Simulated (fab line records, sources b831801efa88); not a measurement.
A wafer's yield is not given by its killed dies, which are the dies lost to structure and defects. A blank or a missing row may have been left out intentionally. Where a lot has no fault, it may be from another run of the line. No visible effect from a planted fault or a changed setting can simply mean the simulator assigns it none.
What tool caused it? | flow sky130 | Sampling: 11 lots, 33 wafers, 5 of 708 route steps

== WHAT EACH GAUGE READ, for each wafer ==
SKY_NWELL_RS_MEAS_29: measures by four-point-probe.
lot  | measured    | on            | NWELL_RS (ohm/sq)
L819 | day 6 02:58 | film-metro-04 | 625.7 623.8 623.0
L820 | day 6 11:10 | film-metro-03 | 622.0 623.3 622.0
L821 | day 6 14:39 | film-metro-04 | 625.2 625.0 624.1
L822 | day 6 17:07 | film-metro-02 | 623.7 623.7 620.7
L824 | day 7 03:52 | film-metro-03 | 627.7 627.0 627.0
L825 | day 7 04:41 | film-metro-02 | 624.8 623.8 622.9
L826 | day 7 14:59 | film-metro-02 | 625.8 626.4 625.7
L827 | day 7 21:17 | film-metro-04 | 627.3 627.7 625.7
L828 | day 7 23:36 | film-metro-04 | 627.4 625.6 628.7
L832 | day 8 19:42 | film-metro-02 | 652.4 652.2 652.8
L833 | day 9 04:07 | film-metro-04 | 656.8 657.3 657.2

== TOOL THAT RAN EACH LOT (tool first, then ch and the chambers of the sampled wafers, then the start) ==
lot  | SKY_FIELD_ISO_ETCH_15             | SKY_FIELD_ISO_STRIP_16              | SKY_NWELL_IMPLANT_11           | SKY_NWELL_RTA_28
L819 | rie-diel-03 ch 2,3, day 2 09:57   | plasma-asher-03 ch 0,1, day 2 10:01 | implanter-02 ch 0, day 5 07:42 | rtp-anneal-01 ch 0, day 6 02:52
L820 | rie-diel-01 ch 0,1,2, day 2 14:10 | plasma-asher-01 ch 0,1, day 2 14:16 | implanter-03 ch 0, day 5 15:17 | rtp-anneal-01 ch 0, day 6 11:04
L821 | rie-diel-02 ch 1,3, day 2 21:56   | plasma-asher-02 ch 0,1, day 2 22:00 | implanter-01 ch 0, day 5 18:19 | rtp-anneal-02 ch 0, day 6 14:33
L822 | rie-diel-01 ch 0,1,3, day 3 08:45 | plasma-asher-01 ch 0,1, day 3 08:49 | implanter-01 ch 0, day 5 21:10 | rtp-anneal-01 ch 0, day 6 17:01
L824 | rie-diel-02 ch 0,2,3, day 3 18:45 | plasma-asher-01 ch 0,1, day 3 18:49 | implanter-03 ch 0, day 6 07:57 | rtp-anneal-01 ch 0, day 7 03:46
L825 | rie-diel-03 ch 0,1, day 3 18:52   | plasma-asher-02 ch 0,1, day 3 18:55 | implanter-02 ch 0, day 6 08:36 | rtp-anneal-02 ch 0, day 7 04:35
L826 | rie-diel-03 ch 0,1, day 4 03:17   | plasma-asher-03 ch 0,1, day 4 03:21 | implanter-03 ch 0, day 6 18:46 | rtp-anneal-02 ch 0, day 7 14:53
L827 | rie-diel-03 ch 0,1, day 4 06:10   | plasma-asher-02 ch 0,1, day 4 06:13 | implanter-02 ch 0, day 7 00:19 | rtp-anneal-01 ch 0, day 7 21:11
L828 | rie-diel-01 ch 1,2, day 4 08:43   | plasma-asher-03 ch 0,1, day 4 08:49 | implanter-03 ch 0, day 7 02:26 | rtp-anneal-02 ch 0, day 7 23:30
L832 | rie-diel-01 ch 0,1,3, day 5 06:44 | plasma-asher-03 ch 0,1, day 5 06:48 | implanter-01 ch 0, day 7 22:11 | rtp-anneal-01 ch 0, day 8 19:36
L833 | rie-diel-01 ch 0,1, day 5 12:10   | plasma-asher-02 ch 0,1, day 5 12:16 | implanter-01 ch 0, day 8 06:20 | rtp-anneal-02 ch 0, day 9 04:01
- SKY_FIELD_ISO_ETCH_15: etches the open film in CHF3/O2, stops on Si, target depth 180 nm, time 72 s.
- SKY_FIELD_ISO_STRIP_16: strips in O2/N2.
- SKY_NWELL_IMPLANT_11
- SKY_NWELL_RTA_28: time 30 s.

== THE ANSWER, worked out from the rows above alone ==
Rule: the usual values come from the lots themselves. The widest of any qualifying gaps counts: lots, ordered by their means at a reading, are off when they make up no more than a third of the lots, leave a main group of 4 or more, and stand apart from it by 3 or more times the standard deviation of that group's means. The tables above print the reading to a certain number of digits; a main group whose means all agree to those digits is not used. Also off: a lot with no number at a reading for which 4 or more lots have one. Any other lot the step has rows for is counted as sound.
Off: L832, L833, at SKY_NWELL_RS_MEAS_29 (NWELL_RS). For the main group the mean is 625.0 ohm/sq and the standard deviation 1.8.
A tool fits if, at a process step before that reading, it ran every lot that is off, and no sound lot after the first of them. Gauges at SKY_NWELL_RS_MEAS_29: tried the same way as those tools. This does not decide it: 2 tools fit, namely rie-diel-01 at SKY_FIELD_ISO_ETCH_15 and implanter-01 at SKY_NWELL_IMPLANT_11.

== WHAT THE SIMULATOR HAD INSERTED ==
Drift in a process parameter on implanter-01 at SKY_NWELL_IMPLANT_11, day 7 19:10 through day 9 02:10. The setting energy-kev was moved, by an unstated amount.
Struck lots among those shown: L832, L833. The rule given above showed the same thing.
